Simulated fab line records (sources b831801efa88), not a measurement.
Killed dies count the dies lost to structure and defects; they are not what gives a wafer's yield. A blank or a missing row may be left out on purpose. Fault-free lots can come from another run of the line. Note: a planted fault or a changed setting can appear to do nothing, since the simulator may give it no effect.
A lot that was struck, set against a sound lot + flow sky130 + 16 out of 708 route steps
Sound: the wafers L394.1, L394.2, L394.5. Wafers struck: L385.2, L385.4, L385.6. Last of all comes the cause.
Order at every step that has rows: each side's tool, ch and its chambers, its first start. Under that, the readings that differ: sound wafers + struck wafers + difference of the means + sigmas: that difference in standard deviations of wafers without a fault.
alike: same words and numbers on both sides, and readings whose means sit less than 2 such deviations apart. not compared: any withheld reading, any reading some wafer has no value for, any bound like >300 that may hide the same value, and any number with overlapping values for which the record gives no deviation.
A row with sigmas, a row that says differs or no value, or rows on one side alone: a step with any of these is where the two part. Non-overlapping numbers with no deviation appear without sigmas and do not part them. Lack of a reading on every wafer of one side parts them only where that side has two or more wafers.

SKY_NWELL_RS_MEAS_29: measurement is done with a four-point probe.
  sound: film_metro-03 at day 9 06:40; struck: film_metro-04 at day 6 19:05
  alike: NWELL_RS
SKY_NWELL_RS_MEAS_31: measurement is done with a four-point probe.
  sound: film_metro-03 at day 9 06:55; struck: film_metro-04 at day 6 19:20
  alike: PWDE_RS
then, 7 steps without rows for these wafers: SKY_VT_ADJUST_HVTP_DEHYDRATE_00 (time 60 s); SKY_VT_ADJUST_HVTP_HMDS_01 (prime time 62.78 s); SKY_VT_ADJUST_HVTP_COAT_02 (resist thk 1140 nm); SKY_VT_ADJUST_HVTP_SOFTBAKE_03 (time 60 s); SKY_VT_ADJUST_HVTP_EXPOSE_04 (exposes mask HVTPM, target cd 380 nm); SKY_VT_ADJUST_HVTP_PEB_05; SKY_VT_ADJUST_HVTP_DEVELOP_06 (develop time 58.02 s).
SKY_VT_ADJUST_HVTP_CD_MEAS_07 targets a cd of 380 nm.
  sound: cd_sem-02 at day 10 05:37; struck: cd_sem-02 at day 7 15:12
  alike: cd_nm
SKY_VT_ADJUST_HVTP_OVL_MEAS_08:
  sound: overlay-02 at day 10 05:44; struck: overlay-02 at day 7 15:18
| reading                 | sound       | struck         | difference | sigmas |
|-------------------------|-------------|----------------|------------|--------|
| VT_ADJUST_HVTP_OVL (nm) | 3.6 3.5 1.6 | -1.6 -1.6 -0.3 | -4.1       | -3     |
SKY_VT_ADJUST_HVTP_IMPLANT_09:
  sound on implanter-02 ch 0, day 10 05:47; struck on implanter-01 ch 0, day 7 15:22
SKY_VT_ADJUST_HVTP_STRIP_10: strips in O2/N2.
  sound on plasma_asher-02 ch 0,1, day 10 05:56; struck on plasma_asher-01 ch 0,1, day 7 15:29
  alike: drypump_motor_current_A, oes_product_au, strip_time_to_endpoint_s
  not compared: rf_hours_counter_h
SKY_VT_ADJUST_HVTP_TW_MEAS_11:
  sound: film_metro-01 at day 10 06:02; struck: film_metro-01 at day 7 15:35
| reading           | sound          | struck         | difference | sigmas |
|-------------------|----------------|----------------|------------|--------|
| VT_ADJUST_HVTP_TW | 1352 1351 1354 | 1195 1192 1196 | -158       | -11    |
then, 1 step without rows for these wafers: SKY_VT_ADJUST_LVTN_DEHYDRATE_00 (time 60 s).
-- record jumps: 40 days separate the struck wafers' starts on either side; left off in module VT_ADJUST_LVTN, taken up again in module PAD_OPEN, whose first shown step is the route's number 708 --
SKY_PAD_OPEN_PROBE_99:
  sound: prober-01 at day 49 14:35; struck: prober-01 at day 47 12:14
| reading         | sound | struck | difference | sigmas |
|-----------------|-------|--------|------------|--------|
| killed_at_other | 0 0 0 | 2 0    | +1         | +2     |
  alike: killed_at_M0_to_M3, killed_at_M4_up, killed_at_contacts, killed_at_front_end, killed_dies, killed_open, killed_short

== WHERE THEY PART ==
Last at SKY_PAD_OPEN_PROBE_99 as far as this record goes, first at SKY_VT_ADJUST_HVTP_OVL_MEAS_08.

WHY: the cause the simulator had injected
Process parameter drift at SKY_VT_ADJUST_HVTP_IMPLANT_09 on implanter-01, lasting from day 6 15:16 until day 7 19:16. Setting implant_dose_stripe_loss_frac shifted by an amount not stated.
